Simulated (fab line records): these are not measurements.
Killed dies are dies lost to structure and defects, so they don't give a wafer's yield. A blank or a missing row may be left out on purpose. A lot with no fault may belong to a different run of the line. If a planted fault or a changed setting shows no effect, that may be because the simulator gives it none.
Code-filled problem report in 8D (eight disciplines) form	flow gf180mcu	the parts of the form that need people (team, actions taken, sign-off) are left out

## 1. PROBLEM STATEMENT
Wafers without a fault read 6499.9 W, standard deviation 1.2; cathodeDcPowerW at GF_M2_SPUTTER_01 reads a mean of 5074.6 W on 2 wafers belonging to 2 lots. That is -99 or more standard deviations from the usual mean.
The step: material TiN, target thk 30 nm, time 25 s.
First seen on wafer L476.1, day 22 22:26, on pvdSputter-02. At this step, 16 wafers from 6 lots have a number in the record. The rule behind "out" and "out of limits": a value lying over 4 standard deviations away from the usual mean. The other wafers with a number count as sound.

## 2. WHAT IT IS, AND WHAT IT ISN'T
question	is	is not
which readings at this step	cathodeDcPowerW	throttleValvePct
which lots	L476, L478	L467, L470, L484, L487
which wafers of those lots	L476.1, L478.1	L478.3, L478.6
read on which tools	pvdSputter-02	pvdSputter-01, pvdSputter-03
when	from day 22 22:26	up to then (6 sound wafers); but 8 sound wafers of L478, L484, L487 came after

## 3. WHAT RULES OUT EACH SUSPECT
Counting: any tool at a process step up to the reading remains a suspect provided it ran every lot that is out. Sound lots after the first of them don't rule it out here, since some wafers of a struck lot are sound.
- cmp-01 at GF_V1_CMP_26 (polishes, stops on SiO2, t overpolish 15 s, target thk 0 nm): kept. It processed each lot that is out (first: L476, day 22 22:11); up to then, its last sound lot is L467 (day 19 11:47).
- pvdSputter-02 at GF_M2_SPUTTER_01 (material TiN, target thk 30 nm, time 25 s): kept. It processed each lot that is out (first: L476, day 22 22:26); up to then, its last sound lot is L470 (day 20 19:05). Its own readings are out on those wafers: cathodeDcPowerW.
- At GF_V1_CMP_26 on cmp-01, chamber 0 took the sound wafers of the same lots and chamber 3 took the wafers that are out.
After counting, cmp-01 at GF_V1_CMP_26 and pvdSputter-02 at GF_M2_SPUTTER_01 remain.

## 4. THE CAUSE (what the simulator had put in)
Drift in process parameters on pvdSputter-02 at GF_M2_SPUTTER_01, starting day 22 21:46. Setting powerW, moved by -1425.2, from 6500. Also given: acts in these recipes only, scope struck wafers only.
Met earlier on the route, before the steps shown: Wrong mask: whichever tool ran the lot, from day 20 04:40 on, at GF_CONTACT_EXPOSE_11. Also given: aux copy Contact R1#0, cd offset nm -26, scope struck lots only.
Counting leaves 2 suspects; this tool is one of them.

## 5. THE CHAIN OF EFFECTS, in route order
Each row: a reading where the mean over the struck wafers with a number is more than 3 standard deviations away from the usual. Only readings for which the record gives a usual standard deviation are gone through. hours: the time from each lot's start at the first step in this table that gives one to its start at this step, as a median over the lots. sigmas: the change in usual standard deviations.
hours	step	reading	usual	on struck wafers	change	sigmas
0	GF_M2_SPUTTER_01	cathodeDcPowerW	6499.9 W	5074.6	-1425.3	-99 or more
The process steps in it:
- GF_M2_SPUTTER_01: material TiN, target thk 30 nm, time 25 s.

## 6. HOW IT WOULD HAVE BEEN CAUGHT EARLIER
In this record the first reading out of limits was taken at day 22 22:26, 1 hour after the fault began at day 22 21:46.
